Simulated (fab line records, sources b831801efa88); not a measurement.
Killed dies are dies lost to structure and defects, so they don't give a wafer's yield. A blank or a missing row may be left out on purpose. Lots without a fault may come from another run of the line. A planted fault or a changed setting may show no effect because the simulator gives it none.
One fault seen from 2 desks | flow sky130 | each desk has only its own numbers; what lay behind them comes last

THE TOOL OWNER'S DESK: lpcvd-01
The tool's own readings at SKY_POLY_GATE_CVD_00 (deposits poly-Si, target thk 180 nm, time 720 s): means of the sampled wafers that have a number, for each lot that ran on this tool. A lot is out of limits, marked OUT, if its mean lies more than 4 standard deviations from the usual mean; the brackets give that distance.
Columns: A = spike_tc_bottom_C at SKY_POLY_GATE_CVD_00, usual 637.6 C; B = spike_tc_centre_C at SKY_POLY_GATE_CVD_00, usual 620.4 C; C = spike_tc_lower_C at SKY_POLY_GATE_CVD_00, usual 621.3 C; D = spike_tc_top_C at SKY_POLY_GATE_CVD_00, usual 638.9 C; E = spike_tc_upper_C at SKY_POLY_GATE_CVD_00, usual 619.6 C; F = susceptor_temp_C at SKY_POLY_GATE_CVD_00, usual 620.02 C
lot  | first seen here | A                | B                | C                | D                | E                | F
L161 | day 15 22:38    | 639.3            | 621.5            | 621.7            | 639.2            | 617.9            | 619.80
L163 | day 16 13:59    | 639.0            | 620.7            | 621.9            | 638.5            | 619.1            | 620.04
L165 | day 16 17:41    | 636.7            | 620.7            | 621.1            | 639.2            | 621.9            | 619.70
L166 | day 17 16:50    | 639.5            | 620.8            | 621.3            | 638.8            | 619.2            | 619.96
L167 | day 17 23:50    | 636.2            | 619.8            | 620.6            | 639.9            | 621.4            | 619.93
L170 | day 18 10:41    | 628.6 (-4.7) OUT | 610.1 (-8.6) OUT | 612.1 (-8.4) OUT | 628.9 (-9.1) OUT | 608.1 (-7.2) OUT | 610.16 (-39) OUT
L171 | day 19 06:44    | 627.8 (-5.2) OUT | 610.3 (-8.4) OUT | 610.1 (-10) OUT  | 630.7 (-7.4) OUT | 611.6 (-5.0) OUT | 610.51 (-38) OUT
L179 | day 21 14:23    | 639.7            | 620.4            | 620.8            | 638.9            | 619.1            | 620.36
L180 | day 21 17:20    | 638.4            | 620.8            | 621.5            | 639.8            | 618.7            | 620.01
L181 | day 22 00:19    | 639.3            | 621.4            | 620.8            | 638.5            | 619.3            | 619.85
This desk's finding: out of limits on L170, L171; first on L170, day 18 10:41 (spike_tc_bottom_C at SKY_POLY_GATE_CVD_00). In limits: L161, L163, L165, L166, L167, L179, L180, L181.

THE METROLOGY DESK
What the gauges read, lot by lot, whatever tool the lot ran on: means of the sampled wafers that have a number. A lot is out of limits, marked OUT, if its mean lies more than 4 standard deviations from the usual mean; the brackets give that distance.
Columns: A = POLY_GATE_CVD_00_THK at SKY_POLY_GATE_THK_MEAS_01, usual 180.6 nm; B = CONTACT_BOW at SKY_CONTACT_BOW_MEAS_05, usual 81 um
lot  | first seen here | A               | B
L161 | day 15 23:50    | 180.2           | 80
L163 | day 16 16:43    | 179.8           | 78
L165 | day 16 19:30    | 180.1           | 76
L166 | day 17 18:04    | 179.4           | 88
L167 | day 18 01:02    | 180.4           | 81
L170 | day 18 11:55    | 143.3 (-23) OUT | 84
L171 | day 19 07:56    | 142.3 (-24) OUT | 87
L179 | day 21 15:35    | 178.7           | 85
L180 | day 21 18:32    | 179.1           | 77
L181 | day 22 01:31    | 182.3           | 83
This desk's finding: out of limits on L170, L171; first on L170, day 18 11:55 (POLY_GATE_CVD_00_THK at SKY_POLY_GATE_THK_MEAS_01). In limits: L161, L163, L165, L166, L167, L179, L180, L181.

PUT TOGETHER
The tool owner's desk could have raised an alarm at day 18 10:41, on L170, L171.
The metrology desk could have raised an alarm at day 18 11:55, on L170, L171.
Of the lots named, all ran SKY_POLY_GATE_CVD_00 on lpcvd-01.

WHAT THE SIMULATOR HAD PUT IN
Process parameter drift: lpcvd-01, from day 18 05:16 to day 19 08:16, at SKY_POLY_GATE_CVD_00. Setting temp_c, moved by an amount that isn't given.
Lots struck among those shown: L170, L171.
Hours from the fault's start to each desk's first reading out of limits: the tool owner's desk, 5; the metrology desk, 7.
